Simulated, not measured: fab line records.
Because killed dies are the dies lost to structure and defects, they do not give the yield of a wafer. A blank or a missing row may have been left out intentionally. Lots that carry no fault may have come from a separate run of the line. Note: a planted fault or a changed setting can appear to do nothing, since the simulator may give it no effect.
Problem report, 8D (eight disciplines) form, completed by code + flow sky130 + the parts of the form that need people (team, actions taken, sign-off) are left out

== 1. THE ISSUE ==
Mean of run_length_s at SKY_METAL4_ETCH_16: 111.4 s across 6 wafers in 2 lots; on wafers with no fault it is 116.5 s (standard deviation 0.54). Measured from the usual mean, that is -9.4 standard deviations.
The step: etches BARC in N2/H2, stops on SiO2, time 88.2 s, target depth 60 nm.
Earliest sighting: wafer L998.1 on rie_metal-01 at day 43 19:37. The record holds 42 wafers of 14 lots with a number at this step. The rule behind "out" and "out of limits": a value lying over 4 standard deviations away from the usual mean. The other wafers with a number count as sound.

== 2. WHAT IT IS, AND WHAT IT ISN'T ==
| question                    | is                           | is not                                                                                                         |
|-----------------------------|------------------------------|----------------------------------------------------------------------------------------------------------------|
| which readings at this step | run_length_s, oes_product_au | drypump_motor_current_A, throttle_valve_pct                                                                    |
| which lots                  | L102, L998                   | L100, L101, L109, L110, L111, L113, L114, L115, L992, L993, L996, L997                                         |
| which wafers of those lots  | all that have a number       | -                                                                                                              |
| read on which tools         | rie_metal-01                 | rie_metal-02, rie_metal-04                                                                                     |
| when                        | from day 43 19:37            | up to then (12 sound wafers); but 24 sound wafers of L100, L101, L109, L110, L111, L113, L114, L115 came after |

== 3. THE SUSPECTS, EACH WITH WHAT RULES IT OUT ==
Counting: a tool stays on the suspect list if, at a process step up to the reading, it processed all lots that are out and no sound lot following the first of them.
- rie_metal-01 at SKY_METAL4_ETCH_16 (etches BARC in N2/H2, stops on SiO2, time 88.2 s, target depth 60 nm): kept. It ran every lot that is out, first L998 (day 43 19:37), and no sound lot after that; its last sound lot up to then is L997 (day 43 04:21). Its own readings are out on those wafers: oes_product_au, run_length_s.
Left after counting: rie_metal-01 at SKY_METAL4_ETCH_16.

== 4. THE CAUSE (what the simulator had put in) ==
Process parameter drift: rie_metal-01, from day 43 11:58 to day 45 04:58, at SKY_METAL4_ETCH_16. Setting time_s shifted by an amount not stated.
The count eliminated every tool but this one.

== 5. THE EFFECT CHAIN, in route order ==
Each row: a reading whose mean over the struck wafers that have a number lies more than 3 standard deviations from the usual. Scope: only readings with a usual standard deviation given in the record; hours: median across lots of the time from each lot's start at the first step in this table that gives one to its start at this step; sigmas: change in usual standard deviations.
| hours | step               | reading        | usual      | on struck wafers | change | sigmas |
|-------|--------------------|----------------|------------|------------------|--------|--------|
| 0     | SKY_METAL4_ETCH_16 | oes_product_au | 0.628 a.u. | 0.662            | +0.034 | +8.1   |
| 0     | SKY_METAL4_ETCH_16 | run_length_s   | 116.5 s    | 111.4            | -5.1   | -9.4   |
The process steps in it:
- SKY_METAL4_ETCH_16: etches BARC in N2/H2, stops on SiO2, time 88.2 s, target depth 60 nm.

== 6. WHAT WOULD HAVE CAUGHT IT SOONER ==
In this record the first reading out of limits was taken at day 43 19:37, 8 hours after the fault began at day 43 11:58.
